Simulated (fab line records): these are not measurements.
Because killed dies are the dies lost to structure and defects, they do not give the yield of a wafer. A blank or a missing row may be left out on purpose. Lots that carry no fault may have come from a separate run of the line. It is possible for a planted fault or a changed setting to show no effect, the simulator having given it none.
fab line records    flow sky130
record: lots: 14  wafers: 42  last-day: 50
route steps=708 shown VT_ADJUST_LVTN@117 VT_ADJUST_HVTR@137 SONOS_TUNNEL@162 SONOS_ONO@173
lots that met no fault: taken from a fault-free run of the same line
start-h: hours from the record's first day to the start of the lot's first wafer shown    wait-h: time in hours since the lot's previous step    " repeats the value in the row above    L1.1+2: several wafers, shown together as one row    - no value, or no start given    * or withheld: withheld    < > ~ a bound
route shown NAME@n: a module of which the file shows steps, and the number in the route of the first    usual: mean and standard deviation over wafers with no fault    same: alike in all rows    chamber/n: place in a boat    sites: each site's reading    _std_site: standard deviation of those values    _edge_site: inner sites' mean taken away from outer sites' mean    radius-mm: for every site, how far away it sits from the centre of the wafer    mask NAME#n: copy n    behind: tool/chamber where the wafer was last shaped    hold: reason for holding the lot/hours on hold/outcome of the hold    device: the transistor (n, p or np) that didn't switch    end of line: tests of these same wafers at the route's end    step lacking rows: just its recipe    killed: dies lost to structure and defects at the first sort, not the wafer's yield    map: a wafer's dies, marking killed ones x, the rest . and places with no die _
set.NAME: setting as actually run; set.NAME@STEP: the setting as run at that earlier step    model.NAME: the simulator's own value behind a step, which no gauge read
the route's steps for a sample of lots (tables are steps, rows are wafers)
services: when a tool's chamber went out of use (start-h, in hours from the record's first day, below 0 if earlier), for how many hours, and the reason
== steps ==
step: SKY_VT_ADJUST_LVTN_STRIP_20
recipe: chemistry: O2/N2  power-w: 1400  pressure-mtorr: 1500  platen-temp-c: withheld  o2-flow-sccm: 3000  n2-flow-sccm: 300  overash-fraction: 0.5
usual: drypump-motor-current-A: 5.88/0.26  oes-product-au: 0.716/0.0048  strip-time-to-endpoint-s: 14.21/0.033
lot.wafer  tool             chamber  start-h  wait-h  drypump-motor-current-A  oes-product-au  rf-hours-counter-h  strip-time-to-endpoint-s
L278.2     plasma-asher-02  1        170.07   0.1     5.72                     0.718           51                  14.17
L278.4     "                0        "        "       6.06                     0.717           -                   14.25
L278.6     "                1        "        "       5.64                     0.713           -                   14.21
L279.2     plasma-asher-03  0        173.41   0.1     5.56                     0.710           7                   14.24
L279.3     "                0        "        "       5.55                     0.720           -                   14.22
L279.5     "                1        "        "       5.60                     0.712           -                   14.22
L281.1     plasma-asher-03  1        189.68   0.1     5.59                     0.711           8                   14.20
L281.4     "                0        "        "       5.53                     0.718           -                   14.23
L281.6     "                1        "        "       5.59                     0.718           -                   14.17
L283.1     plasma-asher-02  1        200.92   0.1     5.68                     0.722           54                  14.21
L283.4     "                1        "        "       5.70                     0.714           -                   14.27
L283.5     "                0        "        "       6.09                     0.714           -                   14.25
L284.3     plasma-asher-04  1        208.60   0.1     6.09                     0.715           -                   14.22
L284.5     "                0        "        "       6.23                     0.718           -                   14.20
L284.6     "                1        "        "       6.08                     0.714           -                   14.26
L285.1     plasma-asher-02  0        215.47   0.1     6.06                     0.709           56                  14.19
L285.2     "                1        "        "       5.70                     0.714           56                  14.20
L285.4     "                1        "        "       5.67                     0.714           -                   14.17
L287.3     plasma-asher-04  0        226.95   0.1     6.24                     0.719           -                   14.20
L287.4     "                1        "        "       6.07                     0.715           -                   14.20
L287.5     "                0        "        "       6.20                     0.713           -                   14.22
L288.2     plasma-asher-03  0        233.92   0.1     5.56                     0.720           12                  14.19
L288.3     "                0        "        "       5.52                     0.716           -                   14.25
L288.4     "                1        "        "       5.61                     0.722           -                   14.13
L289.1     plasma-asher-02  0        241.16   0.1     6.07                     0.726           58                  14.17
L289.2     "                1        "        "       5.68                     0.718           58                  14.23
L289.3     "                0        "        "       6.05                     0.730           -                   14.24
L290.2     plasma-asher-02  0        245.97   0.1     6.09                     0.725           58                  14.22
L290.4     "                0        "        "       6.09                     0.716           -                   14.23
L290.6     "                0        "        "       6.10                     0.716           -                   14.27
L291.3     plasma-asher-02  0        255.45   0.1     6.10                     0.717           -                   14.25
L291.4     "                1        "        "       5.71                     0.718           -                   14.21
L291.6     "                0        "        "       6.09                     0.720           -                   14.27
L296.1     plasma-asher-02  1        294.66   0.1     5.65                     0.718           63                  14.15
L296.2     "                0        "        "       6.10                     0.713           63                  14.16
L296.4     "                0        "        "       6.07                     0.720           -                   14.19
L297.2     plasma-asher-02  0        301.32   0.1     6.09                     0.715           64                  14.22
L297.5     "                0        "        "       6.07                     0.718           -                   14.21
L297.6     "                1        "        "       5.68                     0.719           -                   14.27
L299.1     plasma-asher-04  0        313.17   0.1     6.22                     0.716           47                  14.17
L299.4     "                0        "        "       6.22                     0.729           -                   14.20
L299.6     "                0        "        "       6.23                     0.711           -                   14.23
step: SKY_VT_ADJUST_HVTR_DEVELOP_06
recipe: develop-time-s: 60  dev-temp-c: 23
lot.wafer   tool            chamber  start-h  wait-h
L278.2+4+6  litho-track-03  0        211.65   0.1
L279.2+3+5  litho-track-01  0        216.67   0.1
L281.1+4+6  litho-track-01  0        232.04   0.1
L283.1+4+5  litho-track-03  0        244.98   0.1
L284.3+5+6  litho-track-01  0        253.74   0.1
L285.1+2+4  litho-track-03  0        261.18   0.1
L287.3+4+5  litho-track-02  0        273.73   0.1
L288.2+3+4  litho-track-01  0        281.02   0.1
L289.1+2+3  litho-track-01  0        289.64   0.1
L290.2+4+6  litho-track-01  0        294.92   0.1
L291.3+4+6  litho-track-03  0        305.13   0.1
L296.1+2+4  litho-track-01  0        347.69   0.1
L297.2+5+6  litho-track-01  0        354.67   0.1
L299.1+4+6  litho-track-01  0        367.09   0.1
step: SKY_VT_ADJUST_HVTR_CD_MEAS_07
recipe: target-cd-nm: 380
usual: cd-nm: 379.1/2.4
lot.wafer  tool       chamber  start-h  wait-h  cd-nm
L278.2     cd-sem-02  -        211.80   0.1     375.4
L278.4     "          -        "        "       375.8
L278.6     "          -        "        "       376.4
L279.2     cd-sem-02  -        216.81   0.1     380.8
L279.3     "          -        "        "       379.4
L279.5     "          -        "        "       378.3
L281.1     cd-sem-01  -        232.19   0.1     375.7
L281.4     "          -        "        "       371.9
L281.6     "          -        "        "       375.2
L283.1     cd-sem-01  -        245.13   0.1     379.9
L283.4     "          -        "        "       380.9
L283.5     "          -        "        "       382.0
L284.3     cd-sem-02  -        253.88   0.1     383.3
L284.5     "          -        "        "       381.6
L284.6     "          -        "        "       381.7
L285.1     cd-sem-02  -        261.33   0.1     378.0
L285.2     "          -        "        "       378.1
L285.4     "          -        "        "       379.3
L287.3     cd-sem-01  -        273.87   0.1     379.1
L287.4     "          -        "        "       379.7
L287.5     "          -        "        "       378.7
L288.2     cd-sem-02  -        281.16   0.1     381.9
L288.3     "          -        "        "       383.3
L288.4     "          -        "        "       384.5
L289.1     cd-sem-02  -        289.79   0.1     381.0
L289.2     "          -        "        "       377.9
L289.3     "          -        "        "       378.5
L290.2     cd-sem-01  -        295.06   0.1     381.0
L290.4     "          -        "        "       381.9
L290.6     "          -        "        "       381.0
L291.3     cd-sem-02  -        305.27   0.1     379.8
L291.4     "          -        "        "       380.1
L291.6     "          -        "        "       381.7
L296.1     cd-sem-01  -        347.96   0.2     378.1
L296.2     "          -        "        "       379.3
L296.4     "          -        "        "       379.8
L297.2     cd-sem-01  -        354.81   0.1     -
L297.5     "          -        "        "       -
L297.6     "          -        "        "       -
L299.1     cd-sem-01  -        367.24   0.1     -
L299.4     "          -        "        "       -
L299.6     "          -        "        "       -
step: SKY_VT_ADJUST_HVTR_OVL_MEAS_08
usual: VT_ADJUST_HVTR_OVL: 0.3/1.3
lot.wafer  tool        chamber  start-h  wait-h  VT_ADJUST_HVTR_OVL[nm]
L278.2     overlay-02  -        211.90   0.1     1.8
L278.4     "           -        "        "       -1.0
L278.6     "           -        "        "       -0.7
L279.2     overlay-02  -        216.92   0.1     -1.5
L279.3     "           -        "        "       -0.9
L279.5     "           -        "        "       -1.6
L281.1     overlay-02  -        232.31   0.1     0.7
L281.4     "           -        "        "       0.0
L281.6     "           -        "        "       1.8
L283.1     overlay-02  -        245.25   0.1     -0.3
L283.4     "           -        "        "       -0.6
L283.5     "           -        "        "       0.7
L284.3     overlay-01  -        253.98   0.1     0.4
L284.5     "           -        "        "       -0.8
L284.6     "           -        "        "       -1.9
L285.1     overlay-02  -        261.45   0.1     -0.4
L285.2     "           -        "        "       0.2
L285.4     "           -        "        "       0.6
L287.3     overlay-02  -        273.96   0.1     0.9
L287.4     "           -        "        "       0.5
L287.5     "           -        "        "       -0.1
L288.2     overlay-02  -        281.27   0.1     -1.7
L288.3     "           -        "        "       0.0
L288.4     "           -        "        "       -0.9
L289.1     overlay-02  -        289.91   0.1     0.3
L289.2     "           -        "        "       1.4
L289.3     "           -        "        "       0.3
L290.2     overlay-01  -        295.17   0.1     1.4
L290.4     "           -        "        "       1.1
L290.6     "           -        "        "       1.9
L291.3     overlay-02  -        305.36   0.1     -2.3
L291.4     "           -        "        "       0.4
L291.6     "           -        "        "       -0.1
L296.1     overlay-02  -        348.08   0.1     1.6
L296.2     "           -        "        "       0.6
L296.4     "           -        "        "       1.7
L297.2     overlay-02  -        354.92   0.1     -
L297.5     "           -        "        "       -
L297.6     "           -        "        "       -
L299.1     overlay-02  -        367.36   0.1     -
L299.4     "           -        "        "       -
L299.6     "           -        "        "       -
step: SKY_VT_ADJUST_HVTR_TW_MEAS_11
usual: VT_ADJUST_HVTR_TW: 211.1/3
lot.wafer  tool           chamber  start-h  wait-h  VT_ADJUST_HVTR_TW
L278.2     film-metro-02  -        212.19   0.1     213.9
L278.4     "              -        "        "       214.2
L278.6     "              -        "        "       214.0
L279.2     film-metro-04  -        217.21   0.1     213.8
L279.3     "              -        "        "       214.0
L279.5     "              -        "        "       214.1
L281.1     film-metro-04  -        232.60   0.1     211.8
L281.4     "              -        "        "       212.2
L281.6     "              -        "        "       212.8
L283.1     film-metro-02  -        245.53   0.1     215.0
L283.4     "              -        "        "       216.1
L283.5     "              -        "        "       214.9
L284.3     film-metro-01  -        254.27   0.1     207.8
L284.5     "              -        "        "       207.8
L284.6     "              -        "        "       207.7
L285.1     film-metro-02  -        261.73   0.1     215.3
L285.2     "              -        "        "       215.0
L285.4     "              -        "        "       215.3
L287.3     film-metro-02  -        274.26   0.1     215.1
L287.4     "              -        "        "       213.9
L287.5     "              -        "        "       213.8
L288.2     film-metro-01  -        281.56   0.1     207.5
L288.3     "              -        "        "       207.6
L288.4     "              -        "        "       207.9
L289.1     film-metro-01  -        290.20   0.1     208.2
L289.2     "              -        "        "       207.8
L289.3     "              -        "        "       207.7
L290.2     film-metro-04  -        295.46   0.1     213.3
L290.4     "              -        "        "       212.2
L290.6     "              -        "        "       212.1
L291.3     film-metro-01  -        305.65   0.1     208.7
L291.4     "              -        "        "       209.2
L291.6     "              -        "        "       207.8
L296.1     film-metro-02  -        348.47   0.1     214.8
L296.2     "              -        "        "       215.4
L296.4     "              -        "        "       215.0
L297.2     film-metro-02  -        355.21   0.1     30.5
L297.5     "              -        "        "       30.7
L297.6     "              -        "        "       30.6
L299.1     film-metro-04  -        367.65   0.1     30.0
L299.4     "              -        "        "       30.2
L299.6     "              -        "        "       30.1
step: SKY_SONOS_TUNNEL_OVL_MEAS_08
usual: SONOS_TUNNEL_OVL: 0.6/1.4
lot.wafer  tool        chamber  start-h  wait-h  SONOS_TUNNEL_OVL[nm]
L278.2     overlay-01  -        257.61   0.1     -0.3
L278.4     "           -        "        "       -1.7
L278.6     "           -        "        "       2.4
L279.2     overlay-02  -        262.01   0.1     2.2
L279.3     "           -        "        "       1.5
L279.5     "           -        "        "       0.6
L281.1     overlay-02  -        280.45   0.1     1.5
L281.4     "           -        "        "       0.4
L281.6     "           -        "        "       0.4
L283.1     overlay-01  -        294.56   0.1     -1.6
L283.4     "           -        "        "       -2.1
L283.5     "           -        "        "       -2.3
L284.3     overlay-02  -        304.46   0.1     3.4
L284.5     "           -        "        "       2.0
L284.6     "           -        "        "       -0.3
L285.1     overlay-02  -        311.70   0.1     1.1
L285.2     "           -        "        "       0.3
L285.4     "           -        "        "       -0.2
L287.3     overlay-02  -        325.62   0.1     -0.6
L287.4     "           -        "        "       0.1
L287.5     "           -        "        "       -1.4
L288.2     overlay-01  -        334.57   0.1     0.6
L288.3     "           -        "        "       0.2
L288.4     "           -        "        "       0.0
L289.1     overlay-01  -        342.68   0.1     -0.2
L289.2     "           -        "        "       -1.0
L289.3     "           -        "        "       0.5
L290.2     overlay-01  -        347.96   0.1     0.6
L290.4     "           -        "        "       1.3
L290.6     "           -        "        "       -0.5
L291.3     overlay-02  -        359.26   0.1     1.5
L291.4     "           -        "        "       0.8
L291.6     "           -        "        "       1.5
L296.1     overlay-01  -        404.95   0.1     0.6
L296.2     "           -        "        "       -0.2
L296.4     "           -        "        "       -0.2
L297.2     overlay-02  -        412.51   0.1     1.0
L297.5     "           -        "        "       -0.7
L297.6     "           -        "        "       -0.6
L299.1     overlay-01  -        426.64   0.1     2.6
L299.4     "           -        "        "       4.2
L299.6     "           -        "        "       3.3
step: SKY_SONOS_ONO_THK_MEAS_05
recipe: reads: SiO2_of_SONOS_ONO_CVD_04
usual: SONOS_ONO_CVD_04_THK: 5.75/0.11
lot.wafer  tool           chamber  start-h  wait-h  SONOS_ONO_CVD_04_THK[nm]
L278.2     film-metro-02  -        263.48   0.0     5.78
L278.4     "              -        "        "       5.79
L278.6     "              -        "        "       5.80
L279.2     film-metro-03  -        267.87   0.0     5.82
L279.3     "              -        "        "       5.81
L279.5     "              -        "        "       5.78
L281.1     film-metro-03  -        285.84   0.0     5.90
L281.4     "              -        "        "       5.74
L281.6     "              -        "        "       5.86
L283.1     film-metro-03  -        299.50   0.0     5.80
L283.4     "              -        "        "       5.67
L283.5     "              -        "        "       5.80
L284.3     film-metro-03  -        309.81   0.0     5.71
L284.5     "              -        "        "       5.79
L284.6     "              -        "        "       5.79
L285.1     film-metro-02  -        318.33   0.0     5.76
L285.2     "              -        "        "       5.67
L285.4     "              -        "        "       5.73
L287.3     film-metro-02  -        330.86   0.0     5.75
L287.4     "              -        "        "       5.82
L287.5     "              -        "        "       5.76
L288.2     film-metro-01  -        338.93   0.0     5.77
L288.3     "              -        "        "       5.73
L288.4     "              -        "        "       5.73
L289.1     film-metro-01  -        348.86   0.0     5.85
L289.2     "              -        "        "       5.81
L289.3     "              -        "        "       5.80
L290.2     film-metro-03  -        354.27   0.0     5.90
L290.4     "              -        "        "       5.81
L290.6     "              -        "        "       5.75
L291.3     film-metro-02  -        364.62   0.0     5.73
L291.4     "              -        "        "       5.74
L291.6     "              -        "        "       5.65
L296.1     film-metro-01  -        413.82   0.0     5.79
L296.2     "              -        "        "       5.70
L296.4     "              -        "        "       5.72
L297.2     film-metro-03  -        418.09   0.0     5.66
L297.5     "              -        "        "       5.74
L297.6     "              -        "        "       5.69
L299.1     film-metro-03  -        436.49   0.0     5.62
L299.4     "              -        "        "       5.54
L299.6     "              -        "        "       5.62
== services ==
tool            chamber  start-h  hours  kind
litho-track-02  -        341.28   -      consumable-replace:filter
== key ==
first-sign: step: SKY_VT_ADJUST_HVTR_CD_MEAS_07  reading: cd-nm  direction: missing
effect: step: SKY_VT_ADJUST_HVTR_OVL_MEAS_08  reading: VT_ADJUST_HVTR_OVL  direction: missing
effect: step: SKY_VT_ADJUST_HVTR_TW_MEAS_11  reading: VT_ADJUST_HVTR_TW  direction: down  sigmas: 61  usual: 211.1  struck: 30.3
met-at SKY_VT_ADJUST_HVTR_DEVELOP_06
struck-lots L297,L299
sort-left-out L297.2,L297.5,L297.6,L299.1,L299.4,L299.6
tester-left-out L297,L299
not-acting-at SKY_VT_ADJUST_LVTN_STRIP_20,SKY_SONOS_TUNNEL_OVL_MEAS_08,SKY_SONOS_ONO_THK_MEAS_05
onset-between 347.69 354.67
also-fits time
fault: kind: process-parameter-drift  tool: litho-track-01  chamber: -  onset-h: 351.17  steps: SKY_VT_ADJUST_HVTR_DEVELOP_06  channel: develop-time-s  offset: *  shape: step  end-h: 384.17  acts-in: *  stated: *
tester-left-out: of these lots the tester's yield and bins aren't shown, on N5 and GAA mostly nor the transistor test; their killed dies are dies lost to structure and defects alone, not to doping, threshold or leakage, so they don't give the yield
sort-left-out: the simulated sort isn't trusted on such a fault, so these wafers' sort isn't shown, and their yield isn't known
